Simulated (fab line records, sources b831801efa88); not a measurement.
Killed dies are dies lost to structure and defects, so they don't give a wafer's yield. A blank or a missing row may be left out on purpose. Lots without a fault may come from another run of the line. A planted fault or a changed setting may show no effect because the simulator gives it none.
Which tool did it? | flow sky130 | 13 lots, 36 wafers sampled, at 6 steps of a route of 708

WHAT THE GAUGES READ, wafer by wafer
SKY_FIELD_ISO_THK_MEAS_25. Usual: FIELD_ISO_CVD_24_THK 597 nm, standard deviation 5.5.
lot  | measured    | on            | FIELD_ISO_CVD_24_THK (nm) | flag
L822 | day 2 17:19 | film_metro-04 | 586 588 587               |
L826 | day 3 17:06 | film_metro-04 | 600 607 603               |
L827 | day 4 02:37 | film_metro-04 | 597 603 599               |
L828 | day 4 02:42 | film_metro-03 | 602 601 599               |
L829 | day 4 11:09 | film_metro-03 | 591 590 584               |
L830 | day 4 11:14 | film_metro-04 | 587 597 594               |
L831 | day 4 20:59 | film_metro-04 | 597 599 594               |
L832 | day 4 20:59 | film_metro-01 | 592 603 592               |
L833 | day 5 02:39 | film_metro-01 | 596 594 593               |
L836 | day 5 12:35 | film_metro-03 | 591 602 594               |
L838 | day 6 03:40 | film_metro-03 | 597 588 691 597 588 692   | OFF
L841 | day 6 14:36 | film_metro-04 | 604 688 604 688           | OFF
L843 | day 7 03:19 | film_metro-04 | 688 688                   | OFF

SKY_DNWELL_TW_MEAS_09. Usual: DNWELL_TW 1115, standard deviation 11.
lot  | measured    | on            | DNWELL_TW      | flag
L822 | day 4 02:55 | film_metro-02 | 1109 1109 1105 |
L826 | day 5 00:57 | film_metro-02 | 1117 1116 1115 |
L827 | day 5 10:03 | film_metro-04 | 1127 1135 1126 |
L828 | day 5 10:09 | film_metro-03 | 1108 1115 1105 |
L829 | day 5 17:34 | film_metro-02 | 1110 1111 1106 |
L830 | day 5 16:22 | film_metro-03 | 1104 1100 1102 |
L831 | day 5 23:02 | film_metro-04 | 1132 1134 1139 |
L832 | day 5 23:49 | film_metro-02 | 1114 1104 1102 |
L833 | day 6 02:24 | film_metro-04 | 1133 1135 1129 |
L836 | day 6 11:19 | film_metro-04 | 1134 1131 1131 |
L838 | day 7 04:25 | film_metro-03 | 1104 1108 1107 |
L841 | day 7 15:31 | film_metro-02 | 1107 1109      |
L843 | day 8 04:00 | film_metro-04 | 1123           |

SKY_NWELL_TW_MEAS_26. Usual: NWELL_2_TW 498, standard deviation 5.
lot  | measured     | on            | NWELL_2_TW  | flag
L822 | day 6 05:35  | film_metro-04 | 505 507 507 |
L826 | day 7 10:29  | film_metro-03 | 493 496 492 |
L827 | day 7 21:56  | film_metro-04 | 505 507 506 |
L828 | day 7 22:11  | film_metro-03 | 494 495 493 |
L829 | day 8 05:56  | film_metro-03 | 496 496 497 |
L830 | day 8 04:36  | film_metro-04 | 503 505 504 |
L831 | day 8 10:18  | film_metro-03 | 494 494 493 |
L832 | day 8 12:24  | film_metro-02 | 497 496 498 |
L833 | day 8 15:59  | film_metro-03 | 495 496 498 |
L836 | day 9 01:51  | film_metro-03 | 496 492 493 |
L838 | day 9 20:18  | film_metro-02 | 495 495 495 |
L841 | day 10 07:39 | film_metro-04 | 504 506     |
L843 | day 10 22:56 | film_metro-03 | 494         |

WHICH TOOL RAN EACH LOT (tool, then ch and the chambers of the sampled wafers, then the start)
lot  | SKY_FIELD_ISO_CVD_24            | SKY_FIELD_ISO_CMP_27         | SKY_NWELL_STRIP_25
L822 | hdpcvd-02 ch 0,2, day 2 17:14   | cmp-01 ch 0,3, day 3 03:13   | plasma_asher-03 ch 0, day 6 05:29
L826 | hdpcvd-02 ch 0,2, day 3 16:58   | cmp-01 ch 0,3, day 4 01:23   | plasma_asher-01 ch 0,1, day 7 10:23
L827 | hdpcvd-02 ch 0,1,2, day 4 02:33 | cmp-02 ch 0,1,3, day 4 09:56 | plasma_asher-01 ch 0,1, day 7 21:50
L828 | hdpcvd-02 ch 0,2, day 4 02:37   | cmp-01 ch 0,1, day 4 10:07   | plasma_asher-04 ch 0,1, day 7 22:05
L829 | hdpcvd-02 ch 0,1, day 4 11:04   | cmp-01 ch 1,2,3, day 4 18:12 | plasma_asher-04 ch 0,1, day 8 05:50
L830 | hdpcvd-02 ch 1,2, day 4 11:08   | cmp-02 ch 0,2,3, day 4 18:18 | plasma_asher-03 ch 0,1, day 8 04:31
L831 | hdpcvd-02 ch 0,1,2, day 4 20:53 | cmp-01 ch 0,1,2, day 5 01:11 | plasma_asher-04 ch 0,1, day 8 10:13
L832 | hdpcvd-01 ch 0,1,2, day 4 20:54 | cmp-02 ch 0,1, day 5 01:05   | plasma_asher-01 ch 0,1, day 8 12:19
L833 | hdpcvd-01 ch 1,2, day 5 02:35   | cmp-02 ch 0,2,3, day 5 05:23 | plasma_asher-01 ch 0,1, day 8 15:53
L836 | hdpcvd-01 ch 0,1,2, day 5 12:29 | cmp-01 ch 0,1,2, day 5 14:17 | plasma_asher-03 ch 0,1, day 9 01:46
L838 | hdpcvd-02 ch 0,1,2, day 6 03:35 | cmp-01 ch 1,2,3, day 6 10:12 | plasma_asher-04 ch 0,1, day 9 20:13
L841 | hdpcvd-02 ch 0,1, day 6 14:31   | cmp-02 ch 0,1, day 6 21:38   | plasma_asher-03 ch 1, day 10 07:32
L843 | hdpcvd-02 ch 1, day 7 03:13     | cmp-01 ch 3, day 7 07:41     | plasma_asher-01 ch 1, day 10 22:51
- SKY_FIELD_ISO_CVD_24: deposits SiO2, target thk 595 nm, time 99.2 s.
- SKY_FIELD_ISO_CMP_27: polishes, stops on Si3N4, t overpolish 16 s, target thk 457.8 nm.
- SKY_NWELL_STRIP_25: strips in O2/N2.

WHAT THE TOOLS THEMSELVES READ (means of the sampled wafers that have a number; where no wafer has one, the mark that the record gives instead)
SKY_FIELD_ISO_CMP_27. Usual: motor_current_A 11.4 A, standard deviation 1.8; time_to_endpoint_s 113 s, standard deviation 4.1.
lot  | tool   | motor_current_A (A) | time_to_endpoint_s (s) | flag
L822 | cmp-01 | 8.9                 | 115                    |
L826 | cmp-01 | 9.4                 | 114                    |
L827 | cmp-02 | 11.1                | 113                    |
L828 | cmp-01 | 11.4                | 109                    |
L829 | cmp-01 | 11.8                | 111                    |
L830 | cmp-02 | 12.6                | 108                    |
L831 | cmp-01 | 11.5                | 111                    |
L832 | cmp-02 | 11.3                | 113                    |
L833 | cmp-02 | 12.9                | 107                    |
L836 | cmp-01 | 11.2                | 114                    |
L838 | cmp-01 | 11.9                | 122                    |
L841 | cmp-02 | 11.3                | 122                    |
L843 | cmp-01 | 9.9                 | 131                    | OFF

SKY_NWELL_STRIP_25. Usual: drypump_motor_current_A 5.7 A, standard deviation 0.41; oes_product_au 0.723 a.u., standard deviation 0.0046; strip_time_to_endpoint_s 37.00 s, standard deviation 0.13.
lot  | tool            | drypump_motor_current_A (A) | oes_product_au (a.u.) | strip_time_to_endpoint_s (s) | flag
L822 | plasma_asher-03 | 6.1                         | 0.725                 | 36.93                        |
L826 | plasma_asher-01 | 5.6                         | 0.723                 | 37.12                        |
L827 | plasma_asher-01 | 5.5                         | 0.725                 | 37.18                        |
L828 | plasma_asher-04 | 5.5                         | 0.726                 | 37.00                        |
L829 | plasma_asher-04 | 5.7                         | 0.718                 | 36.96                        |
L830 | plasma_asher-03 | 6.0                         | 0.721                 | 37.03                        |
L831 | plasma_asher-04 | 5.5                         | 0.725                 | 36.91                        |
L832 | plasma_asher-01 | 5.9                         | 0.723                 | 36.98                        |
L833 | plasma_asher-01 | 5.9                         | 0.728                 | 37.05                        |
L836 | plasma_asher-03 | 5.8                         | 0.726                 | 37.14                        |
L838 | plasma_asher-04 | 5.5                         | 0.725                 | 37.01                        |
L841 | plasma_asher-03 | 5.6                         | 0.727                 | 36.89                        |
L843 | plasma_asher-01 | 6.2                         | 0.722                 | 37.13                        |

THE ANSWER, worked out from the rows above alone
Rule: a lot is off if the mean of its wafers that have a number lies more than 3 standard deviations from the usual mean. A lot without any number at a reading at which 4 lots or more have one is off too. The other lots that the step has rows for count as sound. The gauges are gone through in route order, then the tools' own readings, and for those a lot's mean is taken as printed above. The first step at which some lot is off is used, and at that step the reading that is off furthest; a lot without a number counts as furthest.
Off: L838, L841, L843, at SKY_FIELD_ISO_THK_MEAS_25 (FIELD_ISO_CVD_24_THK).
A tool fits if, at a process step before that reading, it ran every lot that is off, and no sound lot after the first of them. The gauges at SKY_FIELD_ISO_THK_MEAS_25 are tried like those tools. One fits: hdpcvd-02 at SKY_FIELD_ISO_CVD_24. Its last sound lot is L831 (day 4 20:53), its first lot that is off L838 (day 6 03:35): a fault that began between those two fits.

WHAT THE SIMULATOR HAD PUT IN
Process parameter drift: hdpcvd-02, from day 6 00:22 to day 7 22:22, at SKY_FIELD_ISO_CVD_24. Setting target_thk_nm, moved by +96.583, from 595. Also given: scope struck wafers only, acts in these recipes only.
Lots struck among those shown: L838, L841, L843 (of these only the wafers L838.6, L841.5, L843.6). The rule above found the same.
